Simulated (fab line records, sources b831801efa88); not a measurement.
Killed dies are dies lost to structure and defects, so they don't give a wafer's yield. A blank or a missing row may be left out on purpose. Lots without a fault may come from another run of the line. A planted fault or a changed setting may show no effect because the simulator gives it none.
fab line records | flow sky130
record lots=5 wafers=15 last_day=49
route steps=708 shown GATE_OXIDE@191 POLY_GATE@204 RES_PROTECT@206 PAD_OPEN@708
lots that met no fault: from a run of the same line without faults
start_h: hours from the record's first day to the start of the lot's first wafer shown | wait_h: hours since the lot's step before | " the same as in the row above | L1.1+2: a row that stands for several wafers | - no value, or no start given | * or withheld: withheld | < > ~ a bound
route shown NAME@n: a module of which the file shows steps, and the number in the route of the first | usual: mean/standard deviation of fault-free wafers | same: alike in all rows | chamber/n: place in a boat | sites: the reading at each site | _std_site: their standard deviation | _edge_site: outer sites' mean less inner sites' | radius_mm: how far each site lies from the wafer's centre | mask NAME#n: copy n | behind: the tool/chamber that last shaped the wafer | hold: why the lot was held/for how many hours/how that ended | device: the transistor (n, p or np) that didn't switch | end of line: the same wafers' tests at the end of the route | a step without rows: its recipe alone | killed: dies lost to structure and defects at the first sort, not the wafer's yield | map: a wafer's dies, x killed, . not, _ none there
set.NAME: the setting as run; set.NAME@STEP: as run at that earlier step | model.NAME: the simulator's own value behind a step, which no gauge read
lots at some steps of the route; a table a step, a row a wafer
services: from which hour (start_h, from the record's first day; less than 0 if before it) a tool's chamber was out of use, for how many hours, and why
## steps
# step SKY_GATE_OXIDE_HMDS_04
# recipe prime_time_s=60 prime_temp_c=120
# step SKY_GATE_OXIDE_COAT_05
# recipe resist=NOVOLAK spin_rpm=3000 resist_thk_nm=1140
# step SKY_GATE_OXIDE_SOFTBAKE_06
# recipe temp_c=90 time_s=60 resist=NOVOLAK
# step SKY_GATE_OXIDE_EXPOSE_07
# recipe mask_id=LVOM na=0.6 source_shape=conventional sigma_outer=0.6 polarization=unpolarized target_cd_nm=600 dose_mj=170
# step SKY_GATE_OXIDE_PEB_08
# recipe temp_c=withheld time_s=* resist=NOVOLAK
# step SKY_GATE_OXIDE_DEVELOP_09
# recipe resist=NOVOLAK developer=TMAH develop_time_s=60 dev_temp_c=23
# step SKY_GATE_OXIDE_OVL_MEAS_10
# usual GATE_OXIDE_OVL=0.7/1.2
# columns lot.wafer tool chamber start_h wait_h GATE_OXIDE_OVL[nm]
L212.1 overlay-02 - 326.63 0.1 1.2
L212.2 " - " " 0.9
L212.3 " - " " 3.2
L213.3 overlay-02 - 334.40 0.1 0.9
L213.5 " - " " 3.1
L213.6 " - " " -1.7
L214.2 overlay-01 - 345.31 0.1 0.0
L214.4 " - " " -0.8
L214.5 " - " " 2.0
L217.2 overlay-02 - 362.16 0.1 1.3
L217.5 " - " " 0.7
L217.6 " - " " 2.4
L228.3 overlay-01 - 462.69 0.1 0.9
L228.4 " - " " 1.7
L228.6 " - " " 1.3
# step SKY_GATE_OXIDE_IMPLANT_11
# recipe species=B energy_kev=10 dose_cm2=2.6e+12 tilt_deg=withheld
# step SKY_GATE_OXIDE_WET_ETCH_12
# recipe chemistry=dHF target_depth_nm=16.8 dry=n2_spin target=SiO2 dilution=100:1 temp_c=25 time_s=344.7
# step SKY_GATE_OXIDE_STRIP_13
# recipe chemistry=O2/N2 power_w=1400 pressure_mtorr=1500 platen_temp_c=withheld o2_flow_sccm=3000 n2_flow_sccm=300 overash_fraction=0.5
# usual drypump_motor_current_A=5.6/0.59 oes_product_au=0.716/0.0049 strip_time_to_endpoint_s=14.18/0.039
# columns lot.wafer tool chamber start_h wait_h drypump_motor_current_A oes_product_au rf_hours_counter_h strip_time_to_endpoint_s
L212.1 plasma_asher-04 0 326.92 0.0 6.6 0.710 19 14.20
L212.2 " 1 " " 5.8 0.716 19 14.19
L212.3 " 1 " " 5.8 0.709 - 14.16
L213.3 plasma_asher-04 1 334.71 0.0 5.8 0.711 - 14.22
L213.5 " 0 " " 6.6 0.714 - 14.17
L213.6 " 1 " " 5.8 0.723 - 14.19
L214.2 plasma_asher-04 1 345.60 0.0 5.9 0.711 20 14.14
L214.4 " 0 " " 6.6 0.714 - 14.20
L214.5 " 0 " " 6.6 0.723 - 14.19
L217.2 plasma_asher-03 0 362.45 0.0 5.5 0.724 67 14.17
L217.5 " 0 " " 5.5 0.717 - 14.19
L217.6 " 1 " " 5.4 0.724 - 14.16
L228.3 plasma_asher-04 0 463.00 0.0 6.6 0.709 - 14.19
L228.4 " 1 " " 5.8 0.723 - 14.22
L228.6 " 1 " " 5.8 0.723 - 14.21
# step SKY_GATE_OXIDE_TW_MEAS_14
# usual GATE_OXIDE_TW=222.3/1.8
# columns lot.wafer tool chamber start_h wait_h GATE_OXIDE_TW
L212.1 film_metro-04 - 327.02 0.1 224.4
L212.2 " - " " 224.2
L212.3 " - " " 224.4
L213.3 film_metro-03 - 334.79 0.1 222.4
L213.5 " - " " 222.5
L213.6 " - " " 222.3
L214.2 film_metro-04 - 345.71 0.1 223.6
L214.4 " - " " 223.2
L214.5 " - " " 222.3
L217.2 film_metro-03 - 362.56 0.1 223.3
L217.5 " - " " 222.8
L217.6 " - " " 222.2
L228.3 film_metro-02 - 463.08 0.1 221.2
L228.4 " - " " 222.4
L228.6 " - " " 220.9
# step SKY_GATE_OXIDE_CLEAN_15
# recipe chemistry=SC1/SC2 mix=1:4:20 temp_c=70 time_s=150 dry=n2_spin
# step SKY_GATE_OXIDE_OXIDATION_16
# recipe temp_c=800 ambient=O2 idle_temp_c=700 ramp_up_c_per_min=10 ramp_down_c_per_min=3 stabilise_s=600 purge_s=300 target_thk_a=35.7 ox_time_s=1915
# usual ramp_down_c_per_min=3.0000/0.0005 spike_tc_centre_C=800.4/1 zone_power_bottom_pct=21.3/1.1 zone_power_top_pct=29.8/1.1
# columns lot.wafer tool chamber start_h wait_h ramp_down_c_per_min spike_tc_centre_C zone_power_bottom_pct zone_power_top_pct model.SiO2_of_GATE_OXIDE_OXIDATION_01.thk_nm
L212.1 furnace-01 0 328.08 0.9 2.9996 799.9 20.5 28.4 11.85
L212.2 " 0 " " 3.0005 799.7 20.5 29.6 11.7
L212.3 " 0 " " 3.0001 800.1 20.5 29.3 12
L213.3 furnace-01 0 336.45 1.6 3.0008 802.2 20.6 29.1 11.69
L213.5 " 0 " " 3.0000 801.1 21.2 28.9 11.76
L213.6 " 0 " " 3.0003 800.9 20.7 28.8 11.64
L214.2 furnace-02 0 349.90 4.1 3.0003 800.5 22.8 31.3 11.63
L214.4 " 0 " " 2.9986 800.4 22.5 31.6 11.42
L214.5 " 0 " " 3.0000 801.5 22.9 31.3 11.44
L217.2 furnace-02 0 363.79 1.1 3.0008 799.9 23.2 31.3 11.64
L217.5 " 0 " " 3.0008 799.4 23.2 31.7 11.49
L217.6 " 0 " " 2.9996 799.4 22.9 31.4 11.57
L228.3 furnace-01 0 463.82 0.6 2.9989 798.5 20.4 29.1 11.73
L228.4 " 0 " " 3.0005 801.1 20.9 29.1 11.6
L228.6 " 0 " " 3.0004 798.4 20.8 28.4 11.75
# step SKY_POLY_GATE_CVD_00
# recipe material=poly-Si target_thk_nm=180 temp_c=620 time_s=720 pressure_mtorr=200
# step SKY_POLY_GATE_THK_MEAS_01
# recipe reads=poly-Si_of_POLY_GATE_CVD_00
# usual POLY_GATE_CVD_00_THK=180.2/1.5
# columns lot.wafer tool chamber start_h wait_h POLY_GATE_CVD_00_THK[nm]
L212.1 film_metro-04 - 330.82 0.0 179.0
L212.2 " - " " 180.4
L212.3 " - " " 178.8
L213.3 film_metro-02 - 339.21 0.0 181.2
L213.5 " - " " 180.0
L213.6 " - " " 179.6
L214.2 film_metro-04 - 352.65 0.0 179.7
L214.4 " - " " 179.8
L214.5 " - " " 178.4
L217.2 film_metro-01 - 366.53 0.0 178.5
L217.5 " - " " 177.8
L217.6 " - " " 177.7
L228.3 film_metro-04 - 466.57 0.0 181.4
L228.4 " - " " 182.3
L228.6 " - " " 181.9
# step SKY_RES_PROTECT_DEHYDRATE_00
# recipe temp_c=200 time_s=60
# step SKY_RES_PROTECT_HMDS_01
# recipe prime_time_s=60 prime_temp_c=120
# step SKY_RES_PROTECT_COAT_02
# recipe resist=NOVOLAK spin_rpm=3000 resist_thk_nm=1140
# step SKY_RES_PROTECT_SOFTBAKE_03
# recipe temp_c=90 time_s=60 resist=NOVOLAK
# step SKY_RES_PROTECT_EXPOSE_04
# recipe mask_id=RPM na=0.6 source_shape=conventional sigma_outer=0.6 polarization=unpolarized target_cd_nm=1270 dose_mj=131
# step SKY_RES_PROTECT_PEB_05
# recipe temp_c=withheld time_s=* resist=NOVOLAK
# step SKY_RES_PROTECT_DEVELOP_06
# recipe resist=NOVOLAK developer=TMAH develop_time_s=61.77 dev_temp_c=23
# step SKY_POLY_GATE_IMPLANT_02
# recipe species=P energy_kev=30 dose_cm2=7.7e+15 tilt_deg=0
# step SKY_RES_PROTECT_STRIP_07
# recipe chemistry=O2/N2 power_w=1400 pressure_mtorr=1500 platen_temp_c=withheld o2_flow_sccm=3000 n2_flow_sccm=300 overash_fraction=0.5
# usual drypump_motor_current_A=5.6/0.65 oes_product_au=0.518/0.0043 strip_time_to_endpoint_s=23.26/0.04
# columns lot.wafer tool chamber start_h wait_h drypump_motor_current_A oes_product_au rf_hours_counter_h strip_time_to_endpoint_s
L212.1 plasma_asher-02 0 356.64 0.1 5.0 0.519 69 23.22
L212.2 " 1 " " 6.1 0.520 69 23.22
L212.3 " 1 " " 6.1 0.527 - 23.19
L213.3 plasma_asher-02 1 365.17 0.1 6.1 0.526 - 23.27
L213.5 " 0 " " 5.0 0.511 - 23.27
L213.6 " 1 " " 6.1 0.518 - 23.24
L214.2 plasma_asher-01 1 379.39 0.1 4.8 0.517 56 23.26
L214.4 " 0 " " 5.2 0.519 - 23.25
L214.5 " 1 " " 4.9 0.511 - 23.27
L217.2 plasma_asher-04 1 394.64 0.1 5.8 0.510 25 23.33
L217.5 " 0 " " 6.6 0.527 - 23.25
L217.6 " 1 " " 5.8 0.509 - 23.32
L228.3 plasma_asher-02 1 496.97 0.1 6.1 0.519 - 23.28
L228.4 " 0 " " 5.0 0.518 - 23.27
L228.6 " 0 " " 5.0 0.517 - 23.29
# step SKY_RES_PROTECT_TW_MEAS_08
# usual POLY_GATE_TW=4028/22
# columns lot.wafer tool chamber start_h wait_h POLY_GATE_TW
L212.1 film_metro-01 - 356.74 0.1 4050
L212.2 " - " " 4024
L212.3 " - " " 4054
L213.3 film_metro-04 - 365.26 0.1 4035
L213.5 " - " " 4017
L213.6 " - " " 4033
L214.2 film_metro-01 - 379.50 0.1 4028
L214.4 " - " " 4050
L214.5 " - " " 4043
L217.2 film_metro-04 - 394.75 0.1 4044
L217.5 " - " " 4034
L217.6 " - " " 4021
L228.3 film_metro-04 - 497.05 0.1 4027
L228.4 " - " " 4027
L228.6 " - " " 4028
# step SKY_RES_PROTECT_CLEAN_09
# recipe chemistry=SC1/SC2 mix=1:4:20 temp_c=70 time_s=150 dry=n2_spin
# step SKY_POLY_GATE_CVD_03
# recipe material=Si3N4 precursor=DCS/NH3 target_thk_nm=75 temp_c=770 time_s=1290 pressure_mtorr=250
# step SKY_POLY_GATE_THK_MEAS_04
# recipe reads=Si3N4_of_POLY_GATE_CVD_03
# usual POLY_GATE_CVD_03_THK=74.8/0.77
# columns lot.wafer tool chamber start_h wait_h POLY_GATE_CVD_03_THK[nm]
L212.1 film_metro-04 - 361.75 0.0 74.9
L212.2 " - " " 75.0
L212.3 " - " " 74.9
L213.3 film_metro-02 - 368.66 0.0 72.6
L213.5 " - " " 73.4
L213.6 " - " " 73.0
L214.2 film_metro-04 - 381.05 0.0 74.1
L214.4 " - " " 74.5
L214.5 " - " " 74.4
L217.2 film_metro-01 - 396.75 0.0 74.2
L217.5 " - " " 73.7
L217.6 " - " " 73.3
L228.3 film_metro-02 - 498.97 0.0 75.9
L228.4 " - " " 75.2
L228.6 " - " " 75.5
# step SKY_POLY_GATE_DEHYDRATE_05
# recipe temp_c=200 time_s=60
# step SKY_POLY_GATE_HMDS_06
# recipe prime_time_s=60 prime_temp_c=120
# step SKY_POLY_GATE_COAT_07
# recipe resist=BARC temp_c=withheld time_s=withheld spin_rpm=3000 resist_thk_nm=110
# step SKY_POLY_GATE_COAT_08
# recipe resist=KrF-thick spin_rpm=3000 resist_thk_nm=450
# step SKY_POLY_GATE_SOFTBAKE_09
# recipe temp_c=100 time_s=90 resist=KrF-thick
# step SKY_POLY_GATE_EXPOSE_10
# recipe mask_id=P1M na=0.68 source_shape=conventional sigma_outer=0.6 target_cd_nm=150 dose_mj=28
# step SKY_POLY_GATE_PEB_11
# recipe peb_temp_c=withheld peb_time_s=withheld resist=KrF-thick
# step SKY_POLY_GATE_DEVELOP_12
# recipe develop_time_s=60 resist=KrF-thick dev_temp_c=21
# step SKY_POLY_GATE_CD_MEAS_13
# recipe target_cd_nm=150
# usual cd_nm=150.1/1.6
# columns lot.wafer tool chamber start_h wait_h cd_nm
L212.1 cd_sem-02 - 390.11 - 152.0
L212.2 " - " " 152.7
L212.3 " - " " 151.3
L213.3 cd_sem-01 - 396.98 - 149.3
L213.5 " - " " 150.1
L213.6 " - " " 149.0
L214.2 cd_sem-01 - 410.51 - 150.0
L214.4 " - " " 151.2
L214.5 " - " " 150.4
L217.2 cd_sem-01 - 426.71 - 151.5
L217.5 " - " " 150.1
L217.6 " - " " 150.0
L228.3 cd_sem-01 - 529.13 - 149.0
L228.4 " - " " 148.7
L228.6 " - " " 149.0
# step SKY_POLY_GATE_OVL_MEAS_14
# usual POLY_GATE_OVL=-2/5.1
# columns lot.wafer tool chamber start_h wait_h POLY_GATE_OVL[nm]
L212.1 overlay-02 - 390.23 0.1 0
L212.2 " - " " 0
L212.3 " - " " -2
L213.3 overlay-02 - 397.07 0.1 8
L213.5 " - " " 9
L213.6 " - " " 1
L214.2 overlay-01 - 410.61 0.1 -10
L214.4 " - " " -3
L214.5 " - " " -13
L217.2 overlay-02 - 426.82 0.1 1
L217.5 " - " " 0
L217.6 " - " " -3
L228.3 overlay-01 - 529.22 0.1 -2
L228.4 " - " " -6
L228.6 " - " " 1
# step SKY_POLY_GATE_ETCH_15
# recipe chemistry=N2/H2 target=BARC ion_energy_ev=200 source_w=500 bias_w=100 pressure_mtorr=30 n2_flow_sccm=100 h2_flow_sccm=200 stop_on=SiO2 time_s=118.5 target_depth_a=1100
# usual drypump_motor_current_A=5.9/0.41 h2_flow_sccm=200.0/0.57 oes_product_au=0.716/0.0045 throttle_valve_pct=13.213/0.0085
# columns lot.wafer tool chamber start_h wait_h drypump_motor_current_A h2_flow_sccm oes_product_au rf_hours_counter_h throttle_valve_pct
L212.1 rie_diel-01 0 390.26 0.0 5.6 200.1 0.714 3 13.214
L212.2 " 1 " " 5.4 199.4 0.718 4 13.205
L212.3 " 2 " " 6.3 200.3 0.707 2 13.214
L213.3 rie_diel-03 2 397.10 0.0 6.2 200.4 0.712 11 13.216
L213.5 " 3 " " 6.2 200.5 0.715 - 13.206
L213.6 " 0 " " 6.1 199.2 0.714 - 13.219
L214.2 rie_diel-03 0 410.64 0.0 6.1 199.4 0.720 3 13.206
L214.4 " 1 " " 5.7 199.9 0.717 105 13.208
L214.5 " 1 " " 5.7 200.3 0.718 - 13.219
L217.2 rie_diel-02 2 426.85 0.0 6.2 200.3 0.724 35 13.215
L217.5 " 2 " " 6.3 199.0 0.717 - 13.229
L217.6 " 0 " " 5.6 199.9 0.713 - 13.218
L228.3 rie_diel-02 1 529.24 0.0 5.9 199.8 0.719 72 13.220
L228.4 " 2 " " 6.2 200.4 0.710 37 13.209
L228.6 " 0 " " 5.6 199.5 0.716 - 13.210
# step SKY_POLY_GATE_ETCH_16
# recipe stop_on=poly-Si chemistry=CH3F/O2 target=Si3N4 source_w=400 bias_w=80 pressure_mtorr=25 ch3f_flow_sccm=40 O2_flow_sccm=30 time_s=147.5 target_depth_a=750
# usual drypump_motor_current_A=5.9/0.42 oes_product_au=0.640/0.0047 throttle_valve_pct=10.535/0.01
# columns lot.wafer tool chamber start_h wait_h drypump_motor_current_A oes_product_au rf_hours_counter_h throttle_valve_pct
L212.1 rie_diel-01 0 390.35 0.0 5.6 0.640 3 10.537
L212.2 " 1 " " 5.4 0.639 4 10.536
L212.3 " 2 " " 6.3 0.642 2 10.538
L213.3 rie_diel-03 2 397.18 0.0 6.1 0.639 11 10.543
L213.5 " 3 " " 6.2 0.634 - 10.538
L213.6 " 0 " " 6.1 0.632 - 10.535
L214.2 rie_diel-03 0 410.72 0.0 6.1 0.635 3 10.549
L214.4 " 1 " " 5.7 0.639 105 10.523
L214.5 " 1 " " 5.7 0.633 - 10.545
L217.2 rie_diel-02 2 426.93 0.0 6.3 0.639 35 10.541
L217.5 " 2 " " 6.2 0.638 - 10.544
L217.6 " 0 " " 5.6 0.631 - 10.517
L228.3 rie_diel-02 1 529.33 0.0 5.9 0.637 72 10.521
L228.4 " 2 " " 6.2 0.638 37 10.534
L228.6 " 0 " " 5.6 0.644 - 10.531
# step SKY_POLY_GATE_ETCH_17
# recipe target_depth_nm=180 stop_on=SiO2 over_etch_frac=0.56667 chemistry=HBr/Cl2 target=poly-Si icp_w=400 bias_w=100 pressure_mtorr=10 HBr_flow_sccm=150 Cl2_flow_sccm=50 time_s=70.5
# step SKY_POLY_GATE_STRIP_18
# recipe chemistry=O2/N2 power_w=1400 pressure_mtorr=1500 platen_temp_c=withheld o2_flow_sccm=3000 n2_flow_sccm=300 overash_fraction=0.5
# usual drypump_motor_current_A=5.7/0.5 oes_product_au=0.361/0.0051 strip_time_to_endpoint_s=3.18/0.054
# columns lot.wafer tool chamber start_h wait_h drypump_motor_current_A oes_product_au rf_hours_counter_h strip_time_to_endpoint_s
L212.1 plasma_asher-03 1 390.50 0.0 5.4 0.359 70 3.22
L212.2 " 0 " " 5.5 0.358 70 3.15
L212.3 " 1 " " 5.4 0.361 - 3.18
L213.3 plasma_asher-02 0 397.37 0.1 5.0 0.370 - 3.22
L213.5 " 1 " " 6.1 0.349 - 3.16
L213.6 " 0 " " 5.0 0.358 - 3.30
L214.2 plasma_asher-02 1 410.88 0.0 6.1 0.375 74 3.32
L214.4 " 1 " " 6.1 0.359 - 3.25
L214.5 " 1 " " 6.1 0.361 - 3.26
L217.2 plasma_asher-04 0 427.08 0.0 6.6 0.363 28 3.16
L217.5 " 0 " " 6.7 0.365 - 3.14
L217.6 " 1 " " 5.8 0.372 - 3.10
L228.3 plasma_asher-02 0 529.52 0.1 5.0 0.361 - 3.11
L228.4 " 1 " " 6.1 0.364 - 3.18
L228.6 " 0 " " 4.9 0.356 - 3.10
# step SKY_PAD_OPEN_PROBE_99
# usual killed_at_M0_to_M3=42/5.8 killed_at_M4_up=3.0/2 killed_at_contacts=24/5.5 killed_at_front_end=15/3.9 killed_at_other=0.3/0.54 killed_dies=85/8.8 killed_open=47/6.8 killed_short=38/5.9
# same gross_dies=492 killed_at_back_side=0
# columns lot.wafer tool chamber start_h wait_h hold killed_at_M0_to_M3 killed_at_M4_up killed_at_contacts killed_at_front_end killed_at_other killed_dies killed_open killed_short model.etest.pfet_01v8.r_on_ohm_um model.etest.nfet_01v8.r_on_ohm_um model.etest.nfet_01v8_lvt.drive_ua_um model.etest.nfet_01v8_swapped.drive_ua_um model.etest.nfet_01v8_turned.drive_ua_um model.etest.nfet_01v8.drive_ua_um model.etest.sram_nfet_pass.drive_ua_um model.etest.pfet_01v8.drive_ua_um
L212.1 prober-01 - 1095.64 0.1 - 30 3 41 20 1 95 48 46 2926 824.2 585.6 516.2 518.2 516.7 519 192.1
L212.2 prober-01 - 1095.69 0.1 - 42 1 24 25 0 92 56 35 2869 825.6 586 507.5 514.4 513.4 496.9 195.8
L212.3 prober-01 - 1095.74 0.2 - 45 3 26 20 1 95 58 34 2896 844.1 575.7 502.6 505.5 500.9 483.7 191.7
L213.3 prober-02 - 1097.44 0.2 - 43 2 19 20 0 84 47 37 3028 866.9 560.3 491.9 491.5 489.9 462.4 182.4
L213.5 prober-02 - 1097.54 0.2 - 42 3 29 14 0 88 55 33 3041 862.6 560 492 495.5 485.3 466.4 179.8
L213.6 prober-02 - 1097.59 0.2 - 33 1 23 10 0 67 37 30 2924 846.4 568.1 497.2 498.6 496.8 477.7 189.4
L214.2 prober-01 - 1113.64 0.1 - 43 5 20 22 0 90 52 38 2854 848 558.1 486.3 482.5 484.9 474.9 195.7
L214.4 prober-01 - 1113.74 0.2 - 46 2 19 9 0 76 48 28 2914 853 556.9 485.8 491.9 488.6 489.9 190.3
L214.5 prober-01 - 1113.79 0.2 - 30 8 35 14 0 87 46 41 2875 844.1 571.4 503.7 503.5 500.8 488.1 194.5
L217.2 prober-02 - 1125.47 0.1 await_dispo/2.0h/release 40 0 14 20 1 75 43 32 3055 910.7 505.1 435.8 432.7 431.5 430.3 179
L217.5 prober-02 - 1125.62 0.2 await_dispo/2.0h/release 40 3 32 15 0 90 52 38 3091 913.1 500.7 433 432.4 434.1 415 178.5
L217.6 prober-02 - 1125.67 0.2 await_dispo/2.0h/release 32 1 23 9 0 65 39 26 3014 901.9 514 443.4 444.9 442.3 419.3 183.6
L228.3 prober-02 - 1183.67 0.2 - 41 4 24 12 0 81 47 34 2872 786.5 617 540.5 538.9 536.6 540.8 195.2
L228.4 prober-02 - 1183.72 0.2 - 42 3 22 17 0 84 39 45 2822 784.2 606.7 533.5 530.5 535.4 535 199.6
L228.6 prober-02 - 1183.82 0.2 - 42 2 16 23 1 84 46 36 2895 796.9 593.7 524.1 524.2 524.6 510.8 194.8
# killed by level:class
L212.1 CONTACT:geometric_particle:open=12 LI_CONTACT:geometric_particle:open=11 FIELD_ISO:geometric_particle:short=8 VIA3:geometric_particle:open=6 CONTACT:geometric_particle:short=6 LOCAL_INTERCONNECT:geometric_particle:short=5 LI_CONTACT:geometric_particle:short=4 VIA1:geometric_particle:open=4
L212.2 LI_CONTACT:geometric_particle:open=12 METAL1:geometric_particle:short=9 CONTACT:geometric_particle:open=9 VIA2:geometric_particle:open=9 VIA3:geometric_particle:open=6 VIA1:geometric_particle:open=6 FIELD_ISO:geometric_particle:open=5 VIA3:geometric_particle:short=5
L212.3 CONTACT:geometric_particle:open=13 METAL2:geometric_particle:short=11 LI_CONTACT:geometric_particle:open=10 VIA2:geometric_particle:open=8 VIA1:geometric_particle:open=7 METAL1:geometric_particle:short=5 VIA3:geometric_particle:open=5 FIELD_ISO:geometric_particle:open=4
L213.3 VIA1:geometric_particle:open=10 POLY_GATE:geometric_particle:open=6 CONTACT:geometric_particle:open=6 VIA2:geometric_particle:open=6 CONTACT:geometric_particle:short=5 VIA3:geometric_particle:open=5 POLY_GATE:geometric_particle:short=4 LI_CONTACT:geometric_particle:open=4
L213.5 LI_CONTACT:geometric_particle:open=12 VIA1:geometric_particle:open=11 CONTACT:geometric_particle:open=8 VIA2:geometric_particle:open=8 POLY_GATE:geometric_particle:open=5 METAL2:geometric_particle:short=5 LI_CONTACT:geometric_particle:short=4 VIA2:geometric_particle:short=4
L213.6 CONTACT:geometric_particle:open=8 LI_CONTACT:geometric_particle:open=6 VIA1:geometric_particle:open=5 METAL2:geometric_particle:short=5 VIA2:geometric_particle:open=5 FIELD_ISO:geometric_particle:short=4 LI_CONTACT:geometric_particle:short=4 VIA3:geometric_particle:short=4
L214.2 VIA1:geometric_particle:open=13 CONTACT:geometric_particle:open=10 FIELD_ISO:geometric_particle:short=7 VIA2:geometric_particle:open=6 METAL2:geometric_particle:short=6 VIA1:geometric_particle:short=5 METAL4:geometric_particle:short=4 FIELD_ISO:geometric_particle:open=3
L214.4 VIA1:geometric_particle:open=13 CONTACT:geometric_particle:open=11 VIA3:geometric_particle:open=7 VIA2:geometric_particle:open=6 METAL3:geometric_particle:short=5 LI_CONTACT:geometric_particle:open=4 METAL1:geometric_particle:short=4 METAL2:geometric_particle:short=3
L214.5 CONTACT:geometric_particle:open=17 LI_CONTACT:geometric_particle:open=7 METAL1:geometric_particle:short=6 VIA1:geometric_particle:open=6 METAL4:geometric_particle:short=6 CONTACT:geometric_particle:short=5 POLY_GATE:geometric_particle:short=4 SPACER:geometric_particle:short=4
L217.2 VIA3:geometric_particle:open=9 VIA1:geometric_particle:open=7 FIELD_ISO:geometric_particle:short=6 POLY_GATE:geometric_particle:open=5 VIA3:geometric_particle:short=5 FIELD_ISO:geometric_particle:open=4 LI_CONTACT:geometric_particle:open=4 CONTACT:geometric_particle:open=4
L217.5 LI_CONTACT:geometric_particle:open=12 VIA1:geometric_particle:open=11 CONTACT:geometric_particle:open=8 METAL2:geometric_particle:short=6 POLY_GATE:geometric_particle:open=5 CONTACT:geometric_particle:short=5 VIA2:geometric_particle:open=4 METAL1:geometric_particle:short=4
L217.6 CONTACT:geometric_particle:open=9 VIA2:geometric_particle:open=8 LI_CONTACT:geometric_particle:open=7 VIA1:geometric_particle:open=7 METAL1:geometric_particle:short=6 LOCAL_INTERCONNECT:geometric_particle:short=5 POLY_GATE:geometric_particle:open=4 VIA3:geometric_particle:short=4
L228.3 LI_CONTACT:geometric_particle:open=8 VIA2:geometric_particle:open=8 CONTACT:geometric_particle:open=7 METAL2:geometric_particle:short=7 VIA1:geometric_particle:open=6 CONTACT:geometric_particle:short=4 VIA3:geometric_particle:open=4 METAL4:geometric_particle:short=4
L228.4 VIA1:geometric_particle:open=12 VIA1:geometric_particle:short=9 CONTACT:geometric_particle:open=8 LOCAL_INTERCONNECT:geometric_particle:short=6 METAL1:geometric_particle:short=6 FIELD_ISO:geometric_particle:open=5 VIA2:geometric_particle:open=5 POLY_GATE:geometric_particle:short=4
L228.6 VIA3:geometric_particle:open=12 METAL1:geometric_particle:short=6 VIA1:geometric_particle:open=6 SPACER:geometric_particle:short=5 LI_CONTACT:geometric_particle:open=5 VIA2:geometric_particle:open=5 FIELD_ISO:geometric_particle:open=4 CONTACT:geometric_particle:short=4
# map L217.5 (x killed, . not)
__________..x.x.x..._________
________...x..x......._______
______.........x..x.x..._____
_____x.x....xx.....x..x..____
____..xx..........xxx....x___
___..............x..xx....x__
__.........x..x..xx......x.._
_..x.....xx...............xx.
_..x....x..............x.....
_.......x..............x...x.
_.x.x......x.x..x........xx..
_..x.......x..x......x.x...xx
_.x...x..........x.....xx..x.
_.......x...xxx..x......x..x.
_..x...x....x..x.............
__.x......xx.x.............._
___.........x.........x.xxx__
____...x.................x___
_____.x..x.x.......x.....____
______xx.............x.._____
________...........x.._______
__________.........._________
# map L214.2 (x killed, . not)
__________.x.xx....._________
________x...x........._______
______x..xx.x.x........x_____
_____..x...x..xx.........____
____..x...x.x.x....x.x.x..___
___.....x...x..x.......x..x__
__x.......x..x.x.x.........._
_..x....x..x.....x....x..x...
_..x..xx..............xxxxx..
_............x.x..x...x...x..
_.x...x..x.....x.............
_.........x......x...........
_x...............x......x....
_...........x.x.....x......x.
_...x.....x.x.....xx.x..x...x
__..........x........x..x.x._
___................x...x...__
____x......x...xx..x......___
_____.............x.x....____
______........x...x....._____
________........x.x.x._______
__________.........._________
## services
# columns tool chamber start_h hours kind
furnace-02 - 328.20 3.7 pm
plasma_asher-04 - 330.09 4.3 pm
rie_diel-02 - 330.40 14.6 pm
furnace-02 - 337.62 3.0 pm
furnace-01 - 344.01 3.2 pm
furnace-01 - 350.22 9.9 pm
rie_diel-02 - 359.29 0.4 repair
rie_diel-03 2 373.26 1.3 repair
rie_diel-03 1 383.27 15.4 repair
rie_diel-03 3 386.45 2.8 repair
furnace-02 - 406.03 35.0 repair
rie_diel-01 3 407.79 2.6 repair
rie_diel-02 2 420.62 4.5 repair
plasma_asher-02 - 421.25 9.0 pm
rie_diel-03 - 425.40 14.6 pm
rie_diel-01 3 433.77 2.9 repair
furnace-01 - 446.76 2.6 pm
rie_diel-03 3 455.27 5.3 repair
plasma_asher-02 - 460.10 0.5 repair
plasma_asher-02 - 460.46 0.8 repair
rie_diel-03 3 495.35 10.3 repair
furnace-01 - 511.37 3.2 pm
rie_diel-03 3 515.76 2.7 repair
plasma_asher-04 - 529.17 3.9 repair
## key
first_sign step=SKY_PAD_OPEN_PROBE_99 reading=hold direction=added
effect none on later readings
model_effect step=SKY_GATE_OXIDE_OXIDATION_16 value=SiO2_of_GATE_OXIDE_OXIDATION_01.thk_nm without=11.24 struck=11.57
model_effect step=SKY_PAD_OPEN_PROBE_99 value=etest.pfet_01v8.r_on_ohm_um without=2929 struck=3053
met_at SKY_GATE_OXIDE_OXIDATION_16
struck_wafers L217.2,L217.5,L217.6
tester_left_out L217
onset_between 349.90 363.79
also_fits SKY_GATE_OXIDE_STRIP_13:plasma_asher-03,SKY_RES_PROTECT_STRIP_07:plasma_asher-04,SKY_POLY_GATE_STRIP_18:plasma_asher-04
fault kind=process_parameter_drift tool=furnace-02 chamber=- onset_h=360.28 steps=SKY_GATE_OXIDE_OXIDATION_16 channel=ox_time_s offset=* shape=step end_h=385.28 acts_in=* stated=*
# tester_left_out: of these lots the tester's yield and bins aren't shown, on N5 and GAA mostly nor the transistor test; their killed dies are dies lost to structure and defects alone, not to doping, threshold or leakage, so they don't give the yield
